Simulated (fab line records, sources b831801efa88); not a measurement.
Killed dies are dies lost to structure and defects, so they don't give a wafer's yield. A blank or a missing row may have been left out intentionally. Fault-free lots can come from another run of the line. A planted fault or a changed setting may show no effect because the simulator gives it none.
The tool behind it: which one? | flow sky130 | 72 wafers from 24 lots sampled at 5 of the route's 708 steps

WHAT THE GAUGES READ, wafer by wafer
SKY_SPACER_THK_MEAS_01.
lot  | measured     | on            | SPACER_CVD_00_THK (nm)
L074 | day 23 01:23 | film metro-01 | 43.0 43.1 42.8
L075 | day 23 19:13 | film metro-04 | 43.0 43.2 43.6
L076 | day 24 04:57 | film metro-01 | 42.2 42.8 42.8
L077 | day 24 06:13 | film metro-02 | 42.7 42.7 42.6
L078 | day 24 14:08 | film metro-01 | 43.6 43.3 43.9
L079 | day 25 01:06 | film metro-01 | 43.6 43.1 43.2
L080 | day 25 08:24 | film metro-02 | 42.8 43.1 43.0
L081 | day 25 12:08 | film metro-02 | 43.1 42.7 42.9
L082 | day 25 19:26 | film metro-01 | 42.9 43.1 42.6
L083 | day 26 00:58 | film metro-01 | 42.9 43.0 42.9
L084 | day 26 10:11 | film metro-02 | 43.4 43.2 43.4
L085 | day 26 19:43 | film metro-04 | 43.3 43.2 43.3
L086 | day 27 00:22 | film metro-02 | 43.7 43.2 43.4
L087 | day 27 12:53 | film metro-02 | 43.0 43.3 43.2
L088 | day 27 20:25 | film metro-01 | 43.1 42.9 43.0
L089 | day 28 00:41 | film metro-04 | 43.9 43.9 43.6
L090 | day 28 19:25 | film metro-02 | 43.8 43.5 43.8
L091 | day 29 00:50 | film metro-01 | 43.8 43.6 43.6
L092 | day 29 05:20 | film metro-02 | 43.6 43.4 43.8
L093 | day 29 13:47 | film metro-04 | 43.0 43.0 43.0
L094 | day 29 21:32 | film metro-01 | 43.1 42.3 42.4
L095 | day 30 06:45 | film metro-01 | 42.1 42.2 41.9
L096 | day 30 10:23 | film metro-01 | 43.1 43.2 42.7
L097 | day 30 20:20 | film metro-04 | 42.6 42.1 42.3

SKY_POLY_CUT_CD_MEAS_08: target cd 270 nm.
lot  | measured     | on        | cd nm (nm)
L074 | day 24 07:26 | cd sem-02 | 269.4 270.4 269.7
L075 | day 25 01:23 | cd sem-02 | 272.5 271.6 272.3
L076 | day 25 10:02 | cd sem-01 | 270.0 269.3 268.9
L077 | day 25 11:35 | cd sem-02 | 268.4 268.6 269.8
L078 | day 25 19:43 | cd sem-02 | 270.4 269.5 270.0
L079 | day 26 06:38 | cd sem-02 | 270.2 271.8 269.5
L080 | day 26 12:44 | cd sem-01 | 268.7 270.3 269.5
L081 | day 26 16:47 | cd sem-02 | 267.8 269.3 269.8
L082 | day 27 00:01 | cd sem-02 | 272.3 270.8 272.4
L083 | day 27 05:52 | cd sem-02 | 269.8 271.7 269.5
L084 | day 27 15:31 | cd sem-02 | 268.4 269.7 268.3
L085 | day 28 00:20 | cd sem-02 | 270.4 268.7 269.6
L086 | day 28 04:56 | cd sem-01 | 270.3 271.7 270.9
L087 | day 28 17:46 | cd sem-01 | 269.7 269.7 270.5
L088 | day 29 00:47 | cd sem-01 | 272.9 273.3 272.0
L089 | day 29 04:49 | cd sem-01 | 272.3 271.1 271.9
L090 | day 29 23:23 | cd sem-01 | 269.3 268.1 267.8
L091 | day 30 04:04 | cd sem-02 | 272.0 271.0 271.7
L092 | day 30 08:49 | cd sem-02 | 269.3 270.8 269.9
L093 | day 30 17:25 | cd sem-01 | 272.1 270.7 269.0
L094 | day 31 01:22 | cd sem-02 | 268.9 268.6 269.1
L095 | day 31 09:53 | cd sem-02 | 270.1 271.3 271.5
L096 | day 31 14:47 | cd sem-02 | 270.7 271.3 270.7
L097 | day 31 23:56 | cd sem-02 | 270.2 269.6 271.7

SKY_VIA2_OVL_MEAS_13.
lot  | measured     | on         | VIA2_OVL (nm)
L074 | day 36 06:40 | overlay-01 | -2 -4 -9
L075 | day 37 00:22 | overlay-02 | 4 3 -1
L076 | day 37 05:33 | overlay-02 | -8 0 -11
L077 | day 37 09:03 | overlay-01 | 7 -4 1
L078 | day 37 14:06 | overlay-01 | -6 -9 -4
L079 | day 38 02:11 | overlay-02 | -3 7 1
L080 | day 38 07:57 | overlay-01 | -10 -7 -4
L081 | day 38 09:19 | overlay-02 | -8 -5 -9
L082 | day 38 15:00 | overlay-02 | 5 1 -1
L083 | day 38 21:21 | overlay-01 | 5 -6 5
L084 | day 39 07:19 | overlay-02 | 0 11 8
L085 | day 39 15:36 | overlay-02 | 6 2 8
L086 | day 39 18:22 | overlay-01 | -10 -12 -3
L087 | day 40 06:45 | overlay-01 | -13 1 -2
L088 | day 40 10:06 | overlay-01 | -10 -2 -8
L089 | day 40 14:00 | overlay-01 | 7 -3 -5
L090 | day 41 07:04 | overlay-01 | -7 11 -6
L091 | day 41 10:46 | overlay-02 | 6 2 1
L092 | day 41 14:50 | overlay-02 | 4 -2 4
L093 | day 41 19:25 | overlay-01 | 3 -1 1
L094 | day 42 06:09 | overlay-01 | 0 2 -1
L095 | day 42 14:10 | overlay-01 | -9 7 -7
L096 | day 42 15:37 | overlay-01 | -1 -5 4
L097 | day 43 02:12 | overlay-02 | -16 -8 -5

EACH LOT AND THE TOOL THAT RAN IT (in order: tool; ch and the chambers of the sampled wafers; start)
lot  | SKY_DNWELL_STRIP_08                 | SKY_LDD_P_STRIP_10
L074 | plasma asher-01 ch 0,1, day 3 04:26 | plasma asher-04 ch 1, day 19 01:59
L075 | plasma asher-02 ch 0,1, day 3 08:37 | plasma asher-01 ch 0,1, day 19 20:13
L076 | plasma asher-01 ch 0,1, day 3 16:49 | plasma asher-01 ch 0,1, day 20 07:20
L077 | plasma asher-02 ch 0,1, day 3 22:46 | plasma asher-03 ch 0,1, day 20 08:25
L078 | plasma asher-04 ch 0,1, day 4 02:56 | plasma asher-04 ch 0,1, day 20 16:21
L079 | plasma asher-02 ch 0,1, day 4 07:53 | plasma asher-04 ch 1, day 21 02:30
L080 | plasma asher-02 ch 0,1, day 4 13:01 | plasma asher-03 ch 0,1, day 21 12:28
L081 | plasma asher-04 ch 0,1, day 4 18:20 | plasma asher-03 ch 0,1, day 21 14:51
L082 | plasma asher-01 ch 0,1, day 4 21:29 | plasma asher-03 ch 0,1, day 21 22:48
L083 | plasma asher-04 ch 0,1, day 5 02:50 | plasma asher-03 ch 1, day 22 05:14
L084 | plasma asher-02 ch 0,1, day 5 08:35 | plasma asher-03 ch 0,1, day 22 13:03
L085 | plasma asher-02 ch 0,1, day 5 15:04 | plasma asher-04 ch 0,1, day 23 01:01
L086 | plasma asher-02 ch 0,1, day 5 20:08 | plasma asher-04 ch 0,1, day 23 05:56
L087 | plasma asher-01 ch 0,1, day 6 03:10 | plasma asher-04 ch 0,1, day 23 18:36
L088 | plasma asher-04 ch 0,1, day 6 06:13 | plasma asher-03 ch 0,1, day 24 03:23
L089 | plasma asher-02 ch 0,1, day 6 15:08 | plasma asher-03 ch 1, day 24 07:56
L090 | plasma asher-01 ch 0,1, day 6 20:07 | plasma asher-04 ch 0,1, day 25 01:16
L091 | plasma asher-02 ch 0,1, day 7 01:52 | plasma asher-04 ch 0,1, day 25 05:16
L092 | plasma asher-04 ch 0,1, day 7 07:16 | plasma asher-04 ch 0,1, day 25 12:01
L093 | plasma asher-04 ch 0,1, day 7 12:17 | plasma asher-01 ch 0,1, day 25 19:38
L094 | plasma asher-01 ch 0,1, day 7 16:26 | plasma asher-04 ch 0,1, day 26 05:58
L095 | plasma asher-04 ch 0,1, day 7 23:35 | plasma asher-01 ch 0,1, day 26 14:30
L096 | plasma asher-01 ch 0,1, day 8 05:37 | plasma asher-04 ch 0,1, day 26 20:23
L097 | plasma asher-04 ch 0,1, day 8 10:05 | plasma asher-01 ch 0,1, day 27 04:34
- SKY_DNWELL_STRIP_08: strips in O2/N2.
- SKY_LDD_P_STRIP_10: strips in O2/N2.

AS READ BY THE TOOLS THEMSELVES (means over the sampled wafers that have a number; for cases with no such wafer, the mark the record gives instead)
SKY_DNWELL_STRIP_08.
lot  | tool            | drypump motor current A (A) | oes product au (a.u.) | strip time to endpoint s (s)
L074 | plasma asher-01 | 5.63                        | 0.721                 | 36.92
L075 | plasma asher-02 | 5.44                        | 0.721                 | 37.02
L076 | plasma asher-01 | 5.61                        | 0.727                 | 37.03
L077 | plasma asher-02 | 5.43                        | 0.721                 | 37.02
L078 | plasma asher-04 | 5.52                        | 0.727                 | 36.95
L079 | plasma asher-02 | 5.52                        | 0.719                 | 37.01
L080 | plasma asher-02 | 5.43                        | 0.723                 | 36.97
L081 | plasma asher-04 | 5.59                        | 0.725                 | 37.06
L082 | plasma asher-01 | 5.63                        | 0.723                 | 37.06
L083 | plasma asher-04 | 5.59                        | 0.723                 | 36.98
L084 | plasma asher-02 | 5.44                        | 0.723                 | 36.97
L085 | plasma asher-02 | 5.42                        | 0.725                 | 37.03
L086 | plasma asher-02 | 5.43                        | 0.721                 | 37.04
L087 | plasma asher-01 | 5.63                        | 0.722                 | 36.85
L088 | plasma asher-04 | 5.50                        | 0.722                 | 37.00
L089 | plasma asher-02 | 5.50                        | 0.724                 | 36.91
L090 | plasma asher-01 | 5.79                        | 0.721                 | 36.99
L091 | plasma asher-02 | 5.43                        | 0.722                 | 36.90
L092 | plasma asher-04 | 5.51                        | 0.723                 | 37.05
L093 | plasma asher-04 | 5.60                        | 0.724                 | 37.01
L094 | plasma asher-01 | 5.78                        | 0.720                 | 37.03
L095 | plasma asher-04 | 5.52                        | 0.727                 | 36.95
L096 | plasma asher-01 | 5.78                        | 0.722                 | 36.79
L097 | plasma asher-04 | 5.60                        | 0.726                 | 36.95

SKY_LDD_P_STRIP_10.
lot  | tool            | drypump motor current A (A) | oes product au (a.u.) | strip time to endpoint s (s)
L074 | plasma asher-04 | 5.42                        | 0.714                 | 14.23
L075 | plasma asher-01 | 5.61                        | 0.711                 | 14.19
L076 | plasma asher-01 | 5.79                        | 0.715                 | 14.21
L077 | plasma asher-03 | 5.67                        | 0.712                 | 14.26
L078 | plasma asher-04 | 5.59                        | 0.715                 | 14.16
L079 | plasma asher-04 | 5.41                        | 0.713                 | 14.14
L080 | plasma asher-03 | 5.66                        | 0.713                 | 14.24
L081 | plasma asher-03 | 5.65                        | 0.716                 | 14.13
L082 | plasma asher-03 | 5.65                        | 0.718                 | 14.26
L083 | plasma asher-03 | 5.70                        | 0.715                 | 14.18
L084 | plasma asher-03 | 5.66                        | 0.714                 | 14.15
L085 | plasma asher-04 | 5.50                        | 0.720                 | 14.19
L086 | plasma asher-04 | 5.50                        | 0.719                 | 14.14
L087 | plasma asher-04 | 5.61                        | 0.717                 | 14.18
L088 | plasma asher-03 | 5.68                        | 0.714                 | 14.17
L089 | plasma asher-03 | 5.68                        | 0.719                 | 14.20
L090 | plasma asher-04 | 5.61                        | 0.717                 | 14.26
L091 | plasma asher-04 | 5.49                        | 0.713                 | 14.19
L092 | plasma asher-04 | 5.58                        | 0.715                 | 14.22
L093 | plasma asher-01 | 5.62                        | 0.714                 | 14.19
L094 | plasma asher-04 | 5.51                        | 0.718                 | 14.22
L095 | plasma asher-01 | 5.61                        | 0.719                 | 14.21
L096 | plasma asher-04 | 5.51                        | 0.717                 | 14.21
L097 | plasma asher-01 | 5.63                        | 0.722                 | 14.20

THE ANSWER, worked out from the rows above alone
Rule: usual is defined by the lots themselves. The widest of any qualifying gaps counts: lots, ordered by their means at a reading, are off when they make up no more than a third of the lots, leave a main group of 4 or more, and stand apart from it by 3 or more times the standard deviation of that group's means. If all means in a main group match to the digits the tables above print for the reading, that group is not used. A lot without any number at a reading at which 4 lots or more have one is off too. Where the step has rows for the other lots, those lots are counted as sound. Order of review: gauges by route order, followed by the tools' own readings, for which a lot's mean as printed above is used. At the first step where some lot is off, the reading lying furthest off is the one used; lots without a number count as furthest.
Across all readings shown, no lot is off: no conclusion can be drawn from this.

WHAT WAS PUT IN BY THE SIMULATOR
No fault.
